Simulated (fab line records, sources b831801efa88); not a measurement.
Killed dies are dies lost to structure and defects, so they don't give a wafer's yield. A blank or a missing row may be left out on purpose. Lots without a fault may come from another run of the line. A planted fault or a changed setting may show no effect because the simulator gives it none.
Which tool did it? | flow gf180mcu | 15 lots, 45 wafers sampled, at 4 steps of a route of 602

WHAT THE GAUGES READ, wafer by wafer
GF_STI_THK_MEAS_02.
lot  | measured    | on            | STI_OXIDATION_THK (nm)
L242 | day 1 12:51 | film_metro-01 | 10.36 10.25 10.36
L243 | day 1 16:31 | film_metro-01 | 10.02 10.04 10.06
L244 | day 1 21:31 | film_metro-04 | 10.23 10.12 10.09
L249 | day 2 22:52 | film_metro-01 | 10.13 9.99 10.17
L250 | day 3 03:32 | film_metro-04 | 9.94 10.06 10.10
L252 | day 3 14:30 | film_metro-04 | 10.06 10.15 10.18
L254 | day 3 23:32 | film_metro-01 | 10.13 10.26 10.26
L256 | day 4 10:48 | film_metro-04 | 10.05 9.92 9.81
L257 | day 4 14:31 | film_metro-01 | 10.09 9.97 10.01
L259 | day 5 00:39 | film_metro-04 | 9.61 9.92 9.81
L261 | day 5 10:49 | film_metro-04 | 10.09 10.15 10.13
L262 | day 5 15:34 | film_metro-01 | 10.20 10.06 10.23
L263 | day 5 20:56 | film_metro-04 | 10.11 10.14 10.10
L264 | day 6 01:34 | film_metro-04 | 10.37 10.37 10.12
L265 | day 6 07:04 | film_metro-01 | 10.06 9.95 10.20

GF_STI_CD_MEAS_12: target cd 220 nm.
lot  | measured    | on        | cd_nm (nm)
L242 | day 2 02:31 | cd_sem-02 | 218.6 217.6 219.2
L243 | day 2 07:20 | cd_sem-02 | 219.9 219.9 219.4
L244 | day 2 11:49 | cd_sem-02 | 219.6 221.4 221.2
L249 | day 3 13:23 | cd_sem-01 | 265.6 266.2 265.9
L250 | day 3 18:34 | cd_sem-02 | 264.4 263.9 264.5
L252 | day 4 05:32 | cd_sem-01 | 252.7 253.3 252.3
L254 | day 4 15:42 | cd_sem-02 | 217.7 219.7 218.3
L256 | day 5 03:01 | cd_sem-01 | 220.0 219.2 221.0
L257 | day 5 07:11 | cd_sem-02 | 218.6 220.0 218.9
L259 | day 5 16:46 | cd_sem-02 | 220.4 220.1 220.3
L261 | day 6 04:02 | cd_sem-01 | 220.9 220.4 221.1
L262 | day 6 11:03 | cd_sem-02 | 220.7 220.2 221.0
L263 | day 6 14:08 | cd_sem-01 | 221.4 221.5 219.4
L264 | day 6 18:52 | cd_sem-02 | 216.7 218.0 217.4
L265 | day 7 01:09 | cd_sem-02 | 219.5 219.2 218.9

GF_MVPSD_OVL_MEAS_07.
lot  | measured     | on         | MVPSD_OVL (nm)
L242 | day 5 00:41  | overlay-02 | -2.3 -1.7 1.6
L243 | day 5 08:29  | overlay-01 | 0.8 0.0 0.8
L244 | day 5 12:37  | overlay-02 | -3.1 -2.1 -0.8
L252 | day 7 16:43  | overlay-02 | 0.9 -0.6 -2.3
L254 | day 8 01:21  | overlay-01 | -0.4 -0.1 0.3
L256 | day 8 14:16  | overlay-01 | -0.1 -0.1 0.1
L257 | day 8 20:39  | overlay-01 | -0.3 -1.6 -1.5
L259 | day 9 06:31  | overlay-02 | 0.1 -1.4 0.9
L261 | day 9 20:11  | overlay-02 | 1.3 1.8 1.9
L262 | day 10 02:22 | overlay-02 | -1.2 -2.8 -0.7
L263 | day 10 05:47 | overlay-01 | -1.6 1.2 -0.4
L264 | day 10 13:26 | overlay-02 | -1.9 1.2 0.7
L265 | day 10 20:56 | overlay-02 | -0.1 -0.7 -2.5

WHICH TOOL RAN EACH LOT (tool, then ch and the chambers of the sampled wafers, then the start)
lot  | GF_STI_PEB_10
L242 | litho_track-04 ch 0, day 2 02:10
L243 | litho_track-04 ch 0, day 2 07:00
L244 | litho_track-03 ch 0, day 2 11:28
L249 | litho_track-04 ch 0, day 3 13:03
L250 | litho_track-04 ch 0, day 3 18:14
L252 | litho_track-04 ch 0, day 4 05:13
L254 | litho_track-03 ch 0, day 4 15:22
L256 | litho_track-02 ch 0, day 5 02:42
L257 | litho_track-02 ch 0, day 5 06:50
L259 | litho_track-03 ch 0, day 5 16:25
L261 | litho_track-03 ch 0, day 6 03:41
L262 | litho_track-03 ch 0, day 6 10:43
L263 | litho_track-02 ch 0, day 6 13:47
L264 | litho_track-03 ch 0, day 6 18:31
L265 | litho_track-04 ch 0, day 7 00:50
- GF_STI_PEB_10: peb time 90 s.

WHAT THE TOOLS THEMSELVES READ (means of the sampled wafers that have a number; where no wafer has one, the mark that the record gives instead)
GF_STI_PEB_10.
lot  | tool           | exhaust_pa (Pa) | heater_power_total_W (W) | plate_temp_C (C)
L242 | litho_track-04 | 45.7            | 85.73                    | 135.03
L243 | litho_track-04 | 44.6            | 85.68                    | 134.96
L244 | litho_track-03 | 45.4            | 85.67                    | 135.13
L249 | litho_track-04 | 46.1            | 77.49                    | 124.89
L250 | litho_track-04 | 45.7            | 77.38                    | 124.70
L252 | litho_track-04 | 44.7            | 77.35                    | 124.83
L254 | litho_track-03 | 44.6            | 85.76                    | 135.00
L256 | litho_track-02 | 45.0            | 85.75                    | 134.96
L257 | litho_track-02 | 45.6            | 85.71                    | 134.86
L259 | litho_track-03 | 45.0            | 85.68                    | 135.05
L261 | litho_track-03 | 44.8            | 85.75                    | 135.14
L262 | litho_track-03 | 45.1            | 85.64                    | 135.01
L263 | litho_track-02 | 46.3            | 85.62                    | 134.97
L264 | litho_track-03 | 44.8            | 85.73                    | 134.91
L265 | litho_track-04 | 45.0            | 85.69                    | 135.01

THE ANSWER, worked out from the rows above alone
Rule: what is usual is taken from the lots themselves. Put in order of their means at a reading, lots are off if they are a third of the lots or fewer, leave a main group of 4 or more, and stand apart from it by a gap of 3 or more times the standard deviation of the main group's means; of several such gaps the widest counts. A main group whose means are all the same, to the digits that the tables above print for the reading, isn't used. A lot without any number at a reading at which 4 lots or more have one is off too. The other lots that the step has rows for count as sound. The gauges are gone through in route order, then the tools' own readings, and for those a lot's mean is taken as printed above. The first step at which some lot is off is used, and at that step the reading that is off furthest; a lot without a number counts as furthest.
Off: L249, L250, L252, at GF_STI_CD_MEAS_12 (cd_nm). The main group: mean 219.6 nm, standard deviation 1.1.
A tool fits if, at a process step before that reading, it ran every lot that is off, and no sound lot after the first of them. The gauges at GF_STI_CD_MEAS_12 aren't tried: what is off there is off at GF_STI_PEB_10 too, on other tools, and a gauge's error can't cause that. None of those tried fits.

WHAT THE SIMULATOR HAD PUT IN
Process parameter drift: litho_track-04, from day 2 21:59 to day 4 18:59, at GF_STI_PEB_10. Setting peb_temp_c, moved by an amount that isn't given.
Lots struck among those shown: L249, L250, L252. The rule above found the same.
